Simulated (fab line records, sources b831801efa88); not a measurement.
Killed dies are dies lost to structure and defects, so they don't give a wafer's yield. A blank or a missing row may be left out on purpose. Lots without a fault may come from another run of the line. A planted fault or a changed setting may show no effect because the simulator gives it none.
fab line records | flow sky130
record lots=11 wafers=33 last_day=50
route steps=708 shown VIA1@474 METAL2@487 PAD_OPEN@708
lots that met no fault: from a run of the same line without faults
start_h: hours from the record's first day to the start of the lot's first wafer shown | wait_h: hours since the lot's step before | " the same as in the row above | L1.1+2: a row that stands for several wafers | - no value, or no start given | * or withheld: withheld | < > ~ a bound
route shown NAME@n: a module of which the file shows steps, and the number in the route of the first | usual: mean/standard deviation of fault-free wafers | same: alike in all rows | chamber/n: place in a boat | sites: the reading at each site | _std_site: their standard deviation | _edge_site: outer sites' mean less inner sites' | radius_mm: how far each site lies from the wafer's centre | mask NAME#n: copy n | behind: the tool/chamber that last shaped the wafer | hold: why the lot was held/for how many hours/how that ended | device: the transistor (n, p or np) that didn't switch | end of line: the same wafers' tests at the end of the route | a step without rows: its recipe alone | killed: dies lost to structure and defects at the first sort, not the wafer's yield | map: a wafer's dies, x killed, . not, _ none there
set.NAME: the setting as run; set.NAME@STEP: as run at that earlier step | model.NAME: the simulator's own value behind a step, which no gauge read
steps of the route over a sample of lots; a table a step, a row a wafer
services: from which hour (start_h, from the record's first day; less than 0 if before it) a tool's chamber was out of use, for how many hours, and why
## steps
# step SKY_VIA1_STRIP_16
# recipe chemistry=O2/N2 power_w=1400 pressure_mtorr=1500 platen_temp_c=withheld o2_flow_sccm=3000 n2_flow_sccm=300 overash_fraction=0.5
# usual drypump_motor_current_A=5.67/0.26 o2_flow_sccm=3001/8.9 oes_product_au=0.415/0.0047 strip_time_to_endpoint_s=4.45/0.033
# same overash_fraction=0.5
# columns lot.wafer tool chamber start_h wait_h drypump_motor_current_A o2_flow_sccm oes_product_au rf_hours_counter_h strip_time_to_endpoint_s
L214.1 plasma_asher-01 1 802.56 0.0 5.21 3003 0.424 68 4.50
L214.5 " 0 " " 5.88 2999 0.417 - 4.43
L214.6 " 1 " " 5.21 2990 0.409 - 4.47
L219.2 plasma_asher-04 0 835.99 0.0 6.05 3010 0.418 9 4.52
L219.3 " 0 " " 6.07 3003 0.414 - 4.47
L219.6 " 0 " " 6.04 3005 0.413 - 4.45
L222.2 plasma_asher-03 0 862.66 0.0 5.70 2999 0.413 101 4.41
L222.5 " 1 " " 5.72 3012 0.415 - 4.45
L222.6 " 0 " " 5.70 3008 0.412 - 4.44
L223.4 plasma_asher-04 0 869.29 0.1 6.05 2991 0.421 - 4.52
L223.5 " 1 " " 5.39 3010 0.414 - 4.41
L223.6 " 0 " " 6.06 2998 0.420 - 4.51
L224.2 plasma_asher-01 1 873.86 0.0 5.15 3004 0.417 75 4.48
L224.3 " 1 " " 5.14 3010 0.410 - 4.48
L224.6 " 0 " " 5.89 2992 0.416 - 4.49
L225.1 plasma_asher-03 0 880.49 0.0 5.74 2994 0.408 103 4.44
L225.2 " 1 " " 5.71 3010 0.420 103 4.52
L225.3 " 1 " " 5.70 3009 0.418 - 4.49
L232.1 plasma_asher-03 0 930.89 0.0 5.68 2998 0.417 109 4.43
L232.5 " 1 " " 5.70 3007 0.418 - 4.40
L232.6 " 0 " " 5.73 2993 0.419 - 4.44
L233.3 plasma_asher-03 0 935.12 0.1 5.73 2997 0.411 - 4.46
L233.5 " 0 " " 5.71 3005 0.414 - 4.50
L233.6 " 1 " " 5.69 3009 0.413 - 4.41
L234.2 plasma_asher-03 0 950.49 0.0 5.71 2984 0.419 110 4.44
L234.4 " 0 " " 5.70 2987 0.413 - 4.41
L234.5 " 0 " " 5.72 2987 0.416 - 4.46
L235.4 plasma_asher-03 0 956.57 0.1 5.73 3002 0.406 - 4.43
L235.5 " 0 " " 5.73 2997 0.412 - 4.39
L235.6 " 1 " " 5.71 2990 0.413 - 4.47
L236.1 plasma_asher-03 1 965.56 0.0 5.69 2999 0.412 112 4.46
L236.5 " 1 " " 5.69 2996 0.415 - 4.47
L236.6 " 0 " " 5.71 3000 0.417 - 4.42
# step SKY_VIA1_THK_MEAS_23
# recipe thk_meas_gauge=xrf reads=W_of_VIA1_CVD_21
# usual VIA1_W_THK=275/6.1
# columns lot.wafer tool chamber start_h wait_h VIA1_W_THK[nm]
L214.1 film_metro-01 - 803.42 0.1 274
L214.5 " - " " 272
L214.6 " - " " 272
L219.2 film_metro-03 - 836.96 0.1 269
L219.3 " - " " 275
L219.6 " - " " 270
L222.2 film_metro-01 - 863.54 0.1 278
L222.5 " - " " 275
L222.6 " - " " 279
L223.4 film_metro-01 - 870.19 0.1 274
L223.5 " - " " 280
L223.6 " - " " 280
L224.2 film_metro-01 - 874.74 0.1 280
L224.3 " - " " 276
L224.6 " - " " 273
L225.1 film_metro-01 - 881.36 0.1 279
L225.2 " - " " 273
L225.3 " - " " 279
L232.1 film_metro-03 - 931.76 0.1 274
L232.5 " - " " 272
L232.6 " - " " 273
L233.3 film_metro-03 - 935.98 0.1 273
L233.5 " - " " 277
L233.6 " - " " 276
L234.2 film_metro-01 - 951.37 0.1 274
L234.4 " - " " 285
L234.5 " - " " 288
L235.4 film_metro-03 - 957.93 0.1 280
L235.5 " - " " 287
L235.6 " - " " 276
L236.1 film_metro-01 - 966.43 0.1 273
L236.5 " - " " 279
L236.6 " - " " 272
# step SKY_VIA1_CMP_24
# recipe stop_on=SiO2 t_overpolish_s=15 down_force_psi=3.5 platen_rpm=60 target_thk_nm=0 pad_velocity_m_s=0.94248
# usual motor_current_A=11.6/0.94 overpolish_run_s=15.001/0.0081 slurry_filter_dp_kPa=13.51/0.14 slurry_flow_ml_min=150.0/0.46 time_to_endpoint_s=65/4.2
# columns lot.wafer tool chamber start_h wait_h motor_current_A overpolish_run_s slurry_filter_dp_kPa slurry_flow_ml_min time_to_endpoint_s
L214.1 cmp-01 3 803.58 0.1 12.4 15.003 13.43 150.3 63
L214.5 " 1 " " 12.4 14.999 13.51 150.7 67
L214.6 " 2 " " 10.3 14.999 13.51 150.3 66
L219.3 cmp-01 1 837.01 0.0 12.4 15.013 13.40 150.2 65
L219.2 " 2 " " 10.2 14.995 13.31 150.3 61
L219.6 " 2 " " 10.3 15.001 13.41 150.1 62
L222.2 cmp-01 3 863.74 0.2 11.9 15.002 13.73 149.7 65
L222.5 " 0 " " 12.0 14.984 13.40 150.4 60
L222.6 " 1 " " 13.5 15.016 13.55 150.1 71
L223.4 cmp-02 3 870.32 0.1 11.0 14.987 13.34 150.6 61
L223.6 " 1 " " 11.9 15.001 13.59 150.2 71
L223.5 " 2 " " 10.9 15.012 13.43 150.0 68
L224.2 cmp-02 2 874.79 0.0 10.8 14.994 13.54 150.8 61
L224.3 " 3 " " 11.2 15.004 13.60 150.3 63
L224.6 " 3 " " 11.1 15.005 13.40 150.3 65
L225.1 cmp-02 3 881.47 0.1 11.4 14.993 13.40 149.5 61
L225.3 " 0 " " 11.8 15.015 13.47 150.7 59
L225.2 " 1 " " 12.6 15.004 13.53 150.7 70
L232.1 cmp-02 1 931.97 0.2 12.6 15.009 13.32 150.5 69
L232.6 " 2 " " 11.0 14.992 13.44 149.5 64
L232.5 " 3 " " 11.6 15.011 13.44 149.9 61
L233.3 cmp-02 1 936.02 0.0 12.1 14.993 13.64 148.6 70
L233.6 " 1 " " 12.5 15.005 13.41 149.5 72
L233.5 " 2 " " 10.6 15.009 13.55 150.6 65
L234.2 cmp-02 0 951.47 0.1 11.9 15.000 13.41 149.9 61
L234.4 " 2 " " 10.6 14.995 13.61 149.7 69
L234.5 " 3 " " 11.8 14.997 13.78 148.9 66
L235.4 cmp-02 3 958.06 0.1 10.8 15.013 13.64 149.5 64
L235.6 " 1 " " 13.1 15.011 13.54 150.3 71
L235.5 " 2 " " 10.0 14.997 13.57 150.0 70
L236.1 cmp-01 3 966.64 0.2 11.8 14.996 13.47 149.7 65
L236.5 " 0 " " 12.9 15.000 13.44 150.1 62
L236.6 " 1 " " 13.0 14.994 13.24 150.3 68
# step SKY_METAL2_SPUTTER_04
# recipe material=TiN target_thk_nm=70 power_w=6500 time_s=58.3 chamber_pressure_pa=0.4
# usual cathode_dc_power_W=6500.0/1.1 chamber_pressure_pa=0.4000/0.00086 throttle_valve_pct=29.4/0.62 time_s=58.3/0
# columns lot.wafer tool chamber start_h wait_h cathode_dc_power_W chamber_pressure_pa throttle_valve_pct time_s
L214.1 pvd_sputter-03 - 803.87 0.0 6498.5 0.4004 28.8 58.3
L214.5 " - " " 6500.9 0.4008 28.8 58.3
L214.6 " - " " 6499.1 0.3988 29.6 58.3
L219.2 pvd_sputter-04 - 837.40 0.0 6501.4 0.3996 29.0 58.3
L219.3 " - " " 6500.5 0.3998 29.2 58.3
L219.6 " - " " 6500.3 0.3990 29.0 58.3
L222.2 pvd_sputter-04 - 863.98 0.0 6499.6 0.3999 29.0 58.3
L222.5 " - " " 6498.5 0.3999 29.0 58.3
L222.6 " - " " 6499.3 0.4010 29.2 58.3
L223.4 pvd_sputter-01 - 870.62 0.0 6499.0 0.4002 29.0 58.3
L223.5 " - " " 6500.6 0.3993 28.9 58.3
L223.6 " - " " 6501.2 0.4002 28.7 58.3
L224.2 pvd_sputter-01 - 875.18 0.0 6501.2 0.3989 30.5 58.3
L224.3 " - " " 6500.2 0.4008 28.9 58.3
L224.6 " - " " 6498.0 0.4000 28.9 58.3
L225.1 pvd_sputter-03 - 881.81 0.0 6500.8 0.3999 28.8 58.3
L225.2 " - " " 6499.7 0.3997 28.7 58.3
L225.3 " - " " 6500.5 0.4004 29.1 58.3
L232.1 pvd_sputter-03 - 932.21 0.0 - - - -
L232.5 " - " " - - - -
L232.6 " - " " - - - -
L233.3 pvd_sputter-04 - 936.41 0.0 - - - -
L233.5 " - " " - - - -
L233.6 " - " " - - - -
L234.2 pvd_sputter-01 - 951.81 0.0 - - - -
L234.4 " - " " - - - -
L234.5 " - " " - - - -
L235.4 pvd_sputter-04 - 958.37 0.0 6501.5 0.4015 30.1 58.3
L235.5 " - " " 6500.8 0.3995 29.5 58.3
L235.6 " - " " 6500.1 0.3989 29.1 58.3
L236.1 pvd_sputter-01 - 966.88 0.0 6500.7 0.3999 28.8 58.3
L236.5 " - " " 6499.8 0.3993 29.8 58.3
L236.6 " - " " 6500.0 0.4001 28.8 58.3
# step SKY_METAL2_THK_MEAS_06
# recipe thk_meas_gauge=xrf reads=AlCu_of_METAL2_SPUTTER_02
# usual METAL2_ALCU_THK=245/3.6
# columns lot.wafer tool chamber start_h wait_h METAL2_ALCU_THK[nm]
L214.1 film_metro-04 - 804.04 0.1 242
L214.5 " - " " 242
L214.6 " - " " 243
L219.2 film_metro-02 - 837.58 0.1 252
L219.3 " - " " 242
L219.6 " - " " 253
L222.2 film_metro-02 - 864.16 0.1 238
L222.5 " - " " 244
L222.6 " - " " 241
L223.4 film_metro-02 - 870.81 0.1 249
L223.5 " - " " 248
L223.6 " - " " 245
L224.2 film_metro-02 - 875.36 0.1 246
L224.3 " - " " 247
L224.6 " - " " 250
L225.1 film_metro-03 - 881.98 0.1 249
L225.2 " - " " 246
L225.3 " - " " 245
L232.1 film_metro-03 - 932.37 0.1 283
L232.5 " - " " 290
L232.6 " - " " 283
L233.3 film_metro-02 - 936.60 0.1 277
L233.5 " - " " 278
L233.6 " - " " 271
L234.2 film_metro-02 - 951.99 0.1 284
L234.4 " - " " 278
L234.5 " - " " 280
L235.4 film_metro-02 - 958.55 0.1 246
L235.5 " - " " 243
L235.6 " - " " 243
L236.1 film_metro-02 - 967.05 0.1 247
L236.5 " - " " 246
L236.6 " - " " 249
# step SKY_PAD_OPEN_PROBE_99
# usual defect_limited_yield=82.4/1.9 killed_at_M0_to_M3=44/6.5 killed_at_M4_up=2.9/1.7 killed_at_contacts=24/5.7 killed_at_front_end=16/4.4 killed_at_other=0.2/0.48 killed_dies=87/9.6 killed_on_rim=17/3.8 killed_open=48/6.7 killed_short=38/6.2 sort_bin_3_pad_short=0.8/0.39 sort_bin_5_function=10.5/1.6 sort_bin_6_memory=6.4/1 sort_n_pass=405/9.5 sort_yield_pct=82.3/1.9
# same gross_dies=492 killed_at_back_side=0 sort_bin_4_leakage[%]=0 sort_bin_8_speed[%]=0
# columns lot.wafer tool chamber start_h wait_h defect_limited_yield[%] killed_at_M0_to_M3 killed_at_M4_up killed_at_contacts killed_at_front_end killed_at_other killed_dies killed_on_rim killed_open killed_short sort_bin_3_pad_short[%] sort_bin_5_function[%] sort_bin_6_memory[%] sort_n_pass sort_yield_pct[%]
L225.2 prober-02 - 1146.87 0.1 81.1 53 6 23 11 0 93 12 56 36 0.8 11.4 6.7 399 81.1
L225.3 prober-02 - 1146.92 0.2 82.5 41 3 31 11 0 86 16 45 40 0.6 10.6 6.3 406 82.5
L232.1 prober-01 - 1182.29 0.1 83.1 48 2 26 7 0 83 14 50 33 0.4 10.0 6.5 409 83.1
L232.5 prober-01 - 1182.49 0.2 82.7 53 3 17 10 2 85 19 51 32 0.6 10.8 5.9 407 82.7
L232.6 prober-01 - 1182.54 0.2 82.5 45 3 23 15 0 86 18 45 41 0.6 10.2 6.7 406 82.5
L234.2 prober-02 - 1198.19 0.1 82.3 46 4 17 19 1 87 17 58 28 0.6 10.8 6.3 405 82.3
L234.4 prober-02 - 1198.29 0.2 81.1 59 1 15 18 0 93 22 55 38 0.6 13.0 5.3 399 81.1
L234.5 prober-02 - 1198.34 0.2 79.5 51 4 24 22 0 101 16 55 46 0.4 12.6 7.5 391 79.5
L235.4 prober-01 - 1201.08 0.2 84.1 42 3 21 12 0 78 24 39 38 1.2 8.5 6.1 414 84.1
L235.5 prober-01 - 1201.13 0.2 83.1 45 5 20 13 0 83 18 48 34 0.8 10.0 6.1 409 83.1
L235.6 prober-01 - 1201.18 0.2 84.8 48 2 17 8 0 75 20 40 35 1.8 7.9 5.5 417 84.8
# killed by level:class
L225.2 VIA1:geometric_particle:open=12 VIA2:geometric_particle:open=12 CONTACT:geometric_particle:open=10 LOCAL_INTERCONNECT:geometric_particle:short=5 METAL1:geometric_particle:short=5 METAL2:geometric_particle:short=5 VIA3:geometric_particle:open=5 LI_CONTACT:geometric_particle:open=4
L225.3 CONTACT:geometric_particle:open=13 VIA2:geometric_particle:open=8 METAL2:geometric_particle:short=8 LI_CONTACT:geometric_particle:open=7 CONTACT:geometric_particle:short=6 POLY_GATE:geometric_particle:short=5 METAL1:geometric_particle:short=5 METAL2:geometric_particle:open=4
L232.1 VIA2:geometric_particle:open=14 CONTACT:geometric_particle:open=10 VIA1:geometric_particle:open=10 LI_CONTACT:geometric_particle:open=7 METAL1:geometric_particle:short=6 METAL3:geometric_particle:short=4 LOCAL_INTERCONNECT:geometric_particle:short=4 VIA1:geometric_particle:short=4
L232.5 VIA3:geometric_particle:open=13 VIA1:geometric_particle:open=11 VIA2:geometric_particle:open=8 CONTACT:geometric_particle:open=7 METAL2:geometric_particle:short=6 LI_CONTACT:geometric_particle:open=4 METAL1:geometric_particle:short=4 VIA3:geometric_particle:short=4
L232.6 METAL2:geometric_particle:short=11 LI_CONTACT:geometric_particle:open=7 CONTACT:geometric_particle:open=7 VIA1:geometric_particle:open=7 VIA3:geometric_particle:open=7 FIELD_ISO:geometric_particle:short=5 LOCAL_INTERCONNECT:geometric_particle:short=5 FIELD_ISO:geometric_particle:open=4
L234.2 VIA1:geometric_particle:open=15 VIA3:geometric_particle:open=8 POLY_GATE:geometric_particle:open=6 FIELD_ISO:geometric_particle:open=6 CONTACT:geometric_particle:open=6 LI_CONTACT:geometric_particle:open=5 METAL3:geometric_particle:short=5 VIA1:geometric_particle:short=4
L234.4 VIA1:geometric_particle:open=20 VIA1:geometric_particle:short=9 VIA3:geometric_particle:open=7 POLY_GATE:geometric_particle:short=5 LI_CONTACT:geometric_particle:open=5 CONTACT:geometric_particle:open=5 METAL1:geometric_particle:short=4 METAL2:geometric_particle:short=4
L234.5 VIA1:geometric_particle:open=11 VIA3:geometric_particle:open=9 POLY_GATE:geometric_particle:open=8 LI_CONTACT:geometric_particle:open=8 METAL2:geometric_particle:short=8 CONTACT:geometric_particle:open=7 METAL1:geometric_particle:short=7 POLY_GATE:geometric_particle:short=5
L235.4 CONTACT:geometric_particle:open=9 VIA1:geometric_particle:open=9 VIA3:geometric_particle:open=8 METAL1:geometric_particle:short=7 CONTACT:geometric_particle:short=5 METAL2:geometric_particle:short=5 FIELD_ISO:geometric_particle:open=4 VIA1:geometric_particle:short=4
L235.5 VIA1:geometric_particle:open=10 VIA3:geometric_particle:open=9 METAL2:geometric_particle:short=8 CONTACT:geometric_particle:open=7 VIA2:geometric_particle:open=5 FIELD_ISO:geometric_particle:open=4 FIELD_ISO:geometric_particle:short=4 LI_CONTACT:geometric_particle:short=4
L235.6 VIA1:geometric_particle:open=9 VIA3:geometric_particle:open=7 METAL2:geometric_particle:short=6 CONTACT:geometric_particle:open=6 METAL1:geometric_particle:short=6 VIA1:geometric_particle:short=5 METAL3:geometric_particle:short=5 LOCAL_INTERCONNECT:geometric_particle:open=4
## services
# columns tool chamber start_h hours kind
cmp-02 - 781.63 3.2 pm
cmp-02 - 790.58 0.8 repair
cmp-02 - 803.06 4.3 repair
cmp-02 - 806.43 1.7 repair
cmp-01 - 810.89 15.8 pm
pvd_sputter-03 - 818.83 13.6 repair
pvd_sputter-04 2 820.55 - consumable_replace:kit
pvd_sputter-04 2 820.55 18.0 scheduled_down
cmp-01 - 831.15 2.3 repair
plasma_asher-04 - 834.37 0.3 repair
pvd_sputter-03 - 843.01 26.9 repair
cmp-01 - 856.68 1.1 repair
pvd_sputter-03 - 857.44 0.9 repair
plasma_asher-04 - 887.75 15.6 pm
cmp-02 - 900.34 5.1 repair
pvd_sputter-04 - 910.02 4.1 repair
cmp-02 - 924.73 4.0 pm
cmp-02 - 928.73 - consumable_replace:conditioner
cmp-02 - 928.73 - consumable_replace:pad
pvd_sputter-03 - 933.42 75.8 repair
pvd_sputter-01 - 940.61 2.3 repair
pvd_sputter-03 - 942.90 1.0 repair
cmp-01 - 951.59 1.4 repair
pvd_sputter-03 - 955.82 7.4 repair
## key
first_sign step=SKY_METAL2_SPUTTER_04 reading=tool_record direction=missing
effect step=SKY_METAL2_THK_MEAS_06 reading=METAL2_ALCU_THK direction=up sigmas=9.6 usual=245 struck=280
met_at SKY_METAL2_SPUTTER_04
struck_lots L232,L233,L234
not_acting_at SKY_VIA1_STRIP_16,SKY_VIA1_THK_MEAS_23,SKY_VIA1_CMP_24
onset_between 881.81 932.21
fault kind=skipped_step_whole tool=pvd_sputter-01,pvd_sputter-03,pvd_sputter-04 chamber=- onset_h=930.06 steps=SKY_METAL2_SPUTTER_04 scope=struck_lots_only
